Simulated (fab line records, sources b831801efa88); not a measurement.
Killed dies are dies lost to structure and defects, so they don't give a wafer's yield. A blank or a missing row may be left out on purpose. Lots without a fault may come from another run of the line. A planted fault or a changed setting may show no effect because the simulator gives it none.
fab line records | flow sfq_line
record lots=14 wafers=42 last_day=92
route steps=325 shown M1@60 I2@104
lots that met no fault: from a run of the same line without faults
start_h: hours from the record's first day to the start of the lot's first wafer shown | wait_h: hours since the lot's step before | " the same as in the row above | L1.1+2: a row that stands for several wafers | - no value, or no start given | * or withheld: withheld | < > ~ a bound
route shown NAME@n: a module of which the file shows steps, and the number in the route of the first | usual: mean/standard deviation of fault-free wafers | same: alike in all rows | chamber/n: place in a boat | sites: the reading at each site | _std_site: their standard deviation | _edge_site: outer sites' mean less inner sites' | radius_mm: how far each site lies from the wafer's centre | mask NAME#n: copy n | behind: the tool/chamber that last shaped the wafer | hold: why the lot was held/for how many hours/how that ended | device: the transistor (n, p or np) that didn't switch | end of line: the same wafers' tests at the end of the route | a step without rows: its recipe alone | killed: dies lost to structure and defects at the first sort, not the wafer's yield | map: a wafer's dies, x killed, . not, _ none there
set.NAME: the setting as run; set.NAME@STEP: as run at that earlier step | model.NAME: the simulator's own value behind a step, which no gauge read
steps of the route over a sample of lots; a table a step, a row a wafer
services: from which hour (start_h, from the record's first day; less than 0 if before it) a tool's chamber was out of use, for how many hours, and why
## steps
# step SFQ_M1_RS_MEAS_909
# recipe thk_meas_gauge=four-point-probe reads=Nb_of_TRILAYER_M1_DEP_SPUTTER_037
# usual M1_NB_RS=0.889/0.012
# columns lot.wafer tool chamber start_h wait_h M1_NB_RS[ohm/sq]
L365.1 film_metro-03 - 204.21 0.0 0.901
L365.3 " - " " 0.911
L365.5 " - " " 0.905
L367.2 film_metro-01 - 304.10 0.1 0.884
L367.3 " - " " 0.870
L367.4 " - " " 0.888
L368.1 film_metro-01 - 317.40 0.0 0.885
L368.3 " - " " 0.874
L368.4 " - " " 0.865
L369.2 film_metro-02 - 324.02 0.1 0.892
L369.3 " - " " 0.895
L369.4 " - " " 0.890
L370.2 film_metro-02 - 331.82 0.1 0.882
L370.3 " - " " 0.884
L370.4 " - " " 0.882
L371.4 film_metro-01 - 350.75 0.1 0.882
L371.5 " - " " 0.884
L371.6 " - " " 0.873
L372.3 film_metro-02 - 361.45 0.1 0.905
L372.5 " - " " 0.906
L372.6 " - " " 0.896
L375.3 film_metro-02 - 395.67 0.1 0.866
L375.4 " - " " 0.877
L375.5 " - " " 0.864
L376.2 film_metro-01 - 396.80 0.1 0.893
L376.3 " - " " 0.902
L376.5 " - " " 0.891
L380.2 film_metro-03 - 425.89 0.1 0.889
L380.3 " - " " 0.903
L380.4 " - " " 0.886
L382.2 film_metro-01 - 444.90 0.1 0.881
L382.5 " - " " 0.875
L382.6 " - " " 0.889
L384.1 film_metro-01 - 450.88 0.0 0.893
L384.5 " - " " 0.892
L384.6 " - " " 0.904
L385.2 film_metro-01 - 455.69 0.1 0.880
L385.3 " - " " 0.873
L385.5 " - " " 0.885
L388.1 film_metro-01 - 481.03 0.0 0.896
L388.2 " - " " 0.892
L388.6 " - " " 0.901
# step SFQ_M1_OVL_MEAS_911
# usual M1_OVL=-1/5.5
# columns lot.wafer tool chamber start_h wait_h M1_OVL[nm]
L365.1 overlay-01 - 221.13 0.1 3
L365.3 " - " " 1
L365.5 " - " " -1
L367.2 overlay-01 - 306.70 0.1 -4
L367.3 " - " " -8
L367.4 " - " " -4
L368.1 overlay-02 - 319.83 0.1 2
L368.3 " - " " -4
L368.4 " - " " 1
L369.2 overlay-01 - 326.44 0.1 -1
L369.3 " - " " 6
L369.4 " - " " 4
L370.2 overlay-01 - 334.24 0.1 -3
L370.3 " - " " -12
L370.4 " - " " 0
L371.4 overlay-02 - 355.99 0.1 -5
L371.5 " - " " -2
L371.6 " - " " 0
L372.3 overlay-01 - 366.26 0.1 3
L372.5 " - " " 8
L372.6 " - " " 11
L375.3 overlay-01 - 398.20 0.1 8
L375.4 " - " " 7
L375.5 " - " " 7
L376.2 overlay-02 - 399.39 0.1 -9
L376.3 " - " " -5
L376.5 " - " " -5
L380.2 overlay-02 - 585.89 0.1 -1
L380.3 " - " " -3
L380.4 " - " " 0
L382.2 overlay-02 - 600.29 0.1 -4
L382.5 " - " " 0
L382.6 " - " " -4
L384.1 overlay-01 - 607.48 0.1 -4
L384.5 " - " " -6
L384.6 " - " " -6
L385.2 overlay-01 - 609.89 0.1 -3
L385.3 " - " " 1
L385.5 " - " " -9
L388.1 overlay-02 - 631.48 0.1 4
L388.2 " - " " -8
L388.6 " - " " -1
# step SFQ_TRILAYER_M1_STRIP_STRIP_043
# recipe gas=O2 power_w=200 platen_temp_c=40 overash_fraction=0.65 chemistry=O2 pressure_mtorr=50
# usual drypump_motor_current_A=5.4/0.38 oes_product_au=1.001/0.012
# same overash_fraction=0.65
# columns lot.wafer tool chamber start_h wait_h drypump_motor_current_A oes_product_au rf_hours_counter_h
L365.1 rie_metal-02 1 221.35 0.1 4.7 1.008 178
L365.3 " 0 " " 5.6 1.002 -
L365.5 " 0 " " 5.7 1.008 -
L367.2 rie_metal-03 1 306.92 0.1 5.5 1.016 132
L367.3 " 1 " " 5.5 1.012 -
L367.4 " 0 " " 5.3 0.989 -
L368.1 rie_metal-03 0 320.06 0.1 5.2 0.990 8
L368.3 " 0 " " 5.2 0.992 -
L368.4 " 1 " " 5.5 1.010 -
L369.2 rie_metal-02 0 327.22 0.4 5.7 0.992 -
L369.3 " 0 " " 5.6 0.996 -
L369.4 " 0 " " 5.7 0.993 -
L370.2 rie_metal-03 1 334.46 0.1 5.5 1.008 137
L370.3 " 0 " " 5.2 0.995 -
L370.4 " 1 " " 5.5 1.003 -
L371.4 rie_metal-02 1 356.98 0.7 4.7 1.003 -
L371.5 " 1 " " 4.7 1.011 -
L371.6 " 1 " " 4.7 1.011 -
L372.3 rie_metal-01 0 366.67 0.2 5.8 1.000 -
L372.5 " 1 " " 5.4 1.007 -
L372.6 " 0 " " 5.8 0.987 -
L375.3 rie_metal-02 0 398.61 0.2 5.7 0.994 -
L375.4 " 1 " " 4.7 1.010 -
L375.5 " 1 " " 4.7 1.007 -
L376.2 rie_metal-03 1 399.67 0.1 5.5 1.001 147
L376.3 " 1 " " 5.5 1.015 -
L376.5 " 0 " " 5.2 0.988 -
L380.2 rie_metal-01 0 586.11 0.1 5.9 0.989 99
L380.3 " 0 " " 5.8 0.990 -
L380.4 " 1 " " 5.4 1.015 -
L382.2 rie_metal-02 0 600.51 0.1 5.7 0.997 35
L382.5 " 1 " " 4.7 1.011 -
L382.6 " 0 " " 5.6 0.994 -
L384.1 rie_metal-03 1 607.89 0.2 5.5 1.014 14
L384.5 " 1 " " 5.5 0.997 -
L384.6 " 1 " " 5.5 1.009 -
L385.2 rie_metal-03 1 610.49 0.4 5.5 0.997 -
L385.3 " 1 " " 5.5 0.995 -
L385.5 " 1 " " 5.5 1.003 -
L388.1 rie_metal-02 0 631.71 0.1 5.6 0.998 39
L388.2 " 1 " " 4.7 1.006 47
L388.6 " 1 " " 4.7 1.020 -
# step SFQ_TRILAYER_I2_CMP_CMP_064
# recipe material=SiO2 down_force_psi=3 platen_rpm=60 pad_velocity_m_s=0.94248
# usual edge_zone_pressure_frac=1.001/0.005 head_pressure_psi=3.001/0.0057 motor_current_A=9.7/0.6 slurry_filter_dp_kPa=13.48/0.15 time_to_endpoint_s=218/8.2
# columns lot.wafer tool chamber start_h wait_h edge_zone_pressure_frac head_pressure_psi motor_current_A slurry_filter_dp_kPa time_to_endpoint_s
L365.3 cmp-02 0 361.43 0.8 1.001 3.001 10.5 13.53 209
L365.1 " 3 362.93 2.3 1.005 2.996 9.6 13.31 206
L365.5 " 1 363.93 3.3 1.006 3.005 10.4 13.37 212
L367.3 cmp-02 2 462.77 0.0 1.006 2.998 9.8 13.55 218
L367.4 " 3 " " 1.004 3.008 9.7 13.59 212
L367.2 " 1 464.27 1.5 0.992 3.004 9.7 13.41 203
L368.1 cmp-02 0 479.02 1.7 1.006 3.007 11.1 13.93 220
L368.4 " 1 " " 0.997 2.998 10.0 13.42 218
L368.3 " 3 480.52 3.2 0.997 2.994 9.5 13.50 211
L369.2 cmp-01 2 637.36 0.0 1.002 3.001 9.2 13.20 217
L369.4 " 3 " " 1.002 3.007 10.8 13.35 215
L369.3 " 1 638.86 1.5 1.000 3.009 9.1 13.73 203
L370.3 cmp-02 2 641.63 0.5 1.000 2.999 9.6 13.25 242
L370.2 " 3 " " 0.996 2.999 9.8 13.42 232
L370.4 " 0 " " 0.997 3.001 10.2 13.44 226
L371.4 cmp-02 1 662.54 1.9 1.012 3.007 10.0 13.70 208
L371.5 " 3 663.54 2.9 1.001 3.002 10.1 13.63 219
L371.6 " 0 " " 0.997 2.998 10.5 13.48 223
L372.3 cmp-01 3 676.24 2.4 1.001 3.009 10.4 13.45 215
L372.6 " 0 " " 1.002 3.004 8.4 13.62 224
L372.5 " 1 " " 1.002 2.998 9.0 13.60 222
L375.4 cmp-02 0 717.75 0.5 1.000 2.998 10.5 13.39 227
L375.3 " 2 718.75 1.5 0.993 3.006 9.7 13.59 217
L375.5 " 0 719.75 2.5 1.004 3.009 10.1 13.51 216
L376.2 cmp-01 2 718.27 0.0 1.001 2.995 9.2 13.38 217
L376.3 " 0 719.27 1.0 1.006 3.010 9.2 13.47 209
L376.5 " 3 720.77 2.5 1.003 2.987 10.2 13.48 222
L380.4 cmp-02 0 777.56 8.9 0.995 3.006 10.2 13.69 229
L380.3 " 1 " " 1.012 3.001 9.5 13.71 207
L380.2 " 2 " " 0.996 3.006 9.3 13.38 220
L382.2 cmp-01 3 784.34 7.3 1.010 2.992 10.3 13.39 216
L382.5 " 2 785.84 8.8 1.005 3.010 9.5 13.38 222
L382.6 " 3 " " 1.010 3.002 10.9 13.22 220
L384.1 cmp-02 3 792.06 8.7 - - - - -
L384.5 " 3 794.06 10.6 - - - - -
L384.6 " 0 " " - - - - -
L385.2 cmp-01 3 798.84 11.8 - - - - -
L385.3 " 2 800.34 13.3 - - - - -
L385.5 " 0 801.34 14.3 - - - - -
L388.2 cmp-02 0 835.71 34.5 1.002 2.999 9.9 13.43 227
L388.1 " 1 " " 0.991 3.004 9.7 13.72 211
L388.6 " 3 837.21 36.0 1.005 3.002 10.3 13.64 227
# step SFQ_TRILAYER_I2_METRO_MEASURE_065
# usual thk_nm=200.5/1.1
# columns lot.wafer tool chamber start_h wait_h thk_nm
L365.1 film_metro-03 - 364.55 0.1 199.1
L365.3 " - " " 198.7
L365.5 " - " " 197.7
L367.2 film_metro-04 - 466.09 0.3 202.2
L367.3 " - " " 202.8
L367.4 " - " " 200.5
L368.1 film_metro-04 - 482.14 0.1 201.0
L368.3 " - " " 200.1
L368.4 " - " " 199.5
L369.2 film_metro-02 - 640.68 0.3 199.9
L369.3 " - " " 199.1
L369.4 " - " " 199.5
L370.2 film_metro-03 - 644.45 0.3 200.1
L370.3 " - " " 201.8
L370.4 " - " " 201.3
L371.4 film_metro-02 - 665.26 0.6 199.9
L371.5 " - " " 200.0
L371.6 " - " " 199.5
L372.3 film_metro-03 - 678.26 0.5 199.0
L372.5 " - " " 199.7
L372.6 " - " " 201.3
L375.3 film_metro-02 - 720.77 0.5 201.1
L375.4 " - " " 200.0
L375.5 " - " " 200.4
L376.2 film_metro-03 - 721.59 0.3 200.7
L376.3 " - " " 201.9
L376.5 " - " " 200.8
L380.2 film_metro-03 - 780.38 0.3 201.7
L380.3 " - " " 200.7
L380.4 " - " " 201.5
L382.2 film_metro-03 - 787.16 0.3 200.7
L382.5 " - " " 200.2
L382.6 " - " " 201.3
L384.1 film_metro-02 - 795.18 0.1 491.6
L384.5 " - " " 496.5
L384.6 " - " " 497.0
L385.2 film_metro-02 - 802.16 0.3 501.4
L385.3 " - " " 500.3
L385.5 " - " " 493.7
L388.1 film_metro-03 - 837.83 0.1 200.5
L388.2 " - " " 200.9
L388.6 " - " " 199.6
# step SFQ_TRILAYER_I2_VIA_ETCH_VIA_ETCH_070
# recipe target=SiO2 stop_on=Nb mask_material=PR taper_deg=20 chemistry=CHF3 target_depth_nm=260 source_w=500 bias_w=80 pressure_mtorr=30 time_s=withheld
# usual drypump_motor_current_A=6.0/0.59 oes_product_au=0.856/0.0057
# columns lot.wafer tool chamber start_h wait_h drypump_motor_current_A oes_product_au
L365.1 rie_diel-02 2 517.19 0.0 6.8 0.853
L365.3 " 1 " " 5.8 0.841
L365.5 " 3 " " 5.6 0.851
L367.2 rie_diel-01 3 619.56 0.0 6.4 0.862
L367.3 " 0 " " 6.1 0.861
L367.4 " 2 " " 5.0 0.855
L368.1 rie_diel-03 3 635.16 0.0 6.7 0.858
L368.3 " 2 " " 5.7 0.855
L368.4 " 0 " " 6.3 0.853
L369.2 rie_diel-01 3 644.13 0.0 6.4 0.866
L369.3 " 1 " " 6.6 0.863
L369.4 " 2 " " 5.0 0.868
L370.2 rie_diel-03 2 648.34 0.0 5.7 0.855
L370.3 " 1 " " 5.7 0.853
L370.4 " 3 " " 6.7 0.864
L371.4 rie_diel-01 3 781.31 0.1 6.4 0.853
L371.5 " 0 " " 6.0 0.860
L371.6 " 1 " " 6.6 0.856
L372.3 rie_diel-02 0 827.66 0.0 5.0 0.861
L372.5 " 2 " " 6.7 0.853
L372.6 " 3 " " 5.6 0.855
L375.3 rie_diel-01 3 863.79 0.0 6.4 0.854
L375.4 " 0 " " 6.1 0.856
L375.5 " 3 " " 6.4 0.854
L376.2 rie_diel-03 0 864.99 0.0 6.4 0.856
L376.3 " 3 " " 6.7 0.858
L376.5 " 3 " " 6.7 0.857
L380.2 rie_diel-03 1 909.48 0.0 5.7 0.861
L380.3 " 3 " " 6.7 0.852
L380.4 " 0 " " 6.3 0.865
L382.2 rie_diel-01 0 915.48 0.0 6.0 0.860
L382.5 " 1 " " 6.7 0.848
L382.6 " 2 " " 4.9 0.861
L384.1 rie_diel-02 2 925.08 0.0 6.7 1.633
L384.5 " 1 " " 5.8 1.635
L384.6 " 0 " " 5.0 1.640
L385.2 rie_diel-03 3 929.88 0.0 6.7 1.624
L385.3 " 1 " " 5.7 1.589
L385.5 " 2 " " 5.8 1.595
L388.1 rie_diel-02 0 968.99 0.0 5.0 0.853
L388.2 " 2 " " 6.7 0.859
L388.6 " 0 " " 5.0 0.854
## services
# columns tool chamber start_h hours kind
film_metro-03 - 251.58 1.4 pm
cmp-02 - 276.09 1.2 repair
cmp-02 - 360.64 0.5 repair
film_metro-03 - 380.57 1.9 pm
cmp-02 - 408.43 4.0 pm
film_metro-03 - 427.41 0.8 pm
film_metro-03 - 429.96 17.6 repair
cmp-02 - 490.13 0.9 repair
film_metro-03 - 496.58 0.5 pm
cmp-02 - 554.61 4.0 pm
film_metro-03 - 589.41 1.7 pm
film_metro-03 - 614.79 7.9 pm
film_metro-03 - 624.63 1.0 pm
cmp-02 - 645.24 5.6 pm
film_metro-03 - 672.94 0.3 pm
film_metro-03 - 703.43 0.5 pm
cmp-02 - 723.81 0.9 repair
cmp-02 - 737.72 2.9 repair
film_metro-03 - 741.58 0.5 pm
cmp-02 - 748.87 4.0 pm
cmp-02 - 759.69 0.4 repair
cmp-02 - 821.63 7.1 repair
cmp-02 - 894.85 5.1 repair
cmp-02 - 929.99 7.5 pm
## key
first_sign step=SFQ_TRILAYER_I2_CMP_CMP_064 reading=tool_record direction=missing
effect step=SFQ_TRILAYER_I2_METRO_MEASURE_065 reading=thk_nm direction=up sigmas=99+ usual=200.5 struck=496.7
effect step=SFQ_TRILAYER_I2_VIA_ETCH_VIA_ETCH_070 reading=oes_product_au direction=up sigmas=99+ usual=0.856 struck=1.620
met_at SFQ_TRILAYER_I2_CMP_CMP_064
struck_lots L384,L385
not_acting_at SFQ_M1_RS_MEAS_909,SFQ_M1_OVL_MEAS_911,SFQ_TRILAYER_M1_STRIP_STRIP_043
onset_between 784.34 792.06
fault kind=skipped_step_whole tool=cmp-01,cmp-02 chamber=- onset_h=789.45 steps=SFQ_TRILAYER_I2_CMP_CMP_064 scope=struck_lots_only
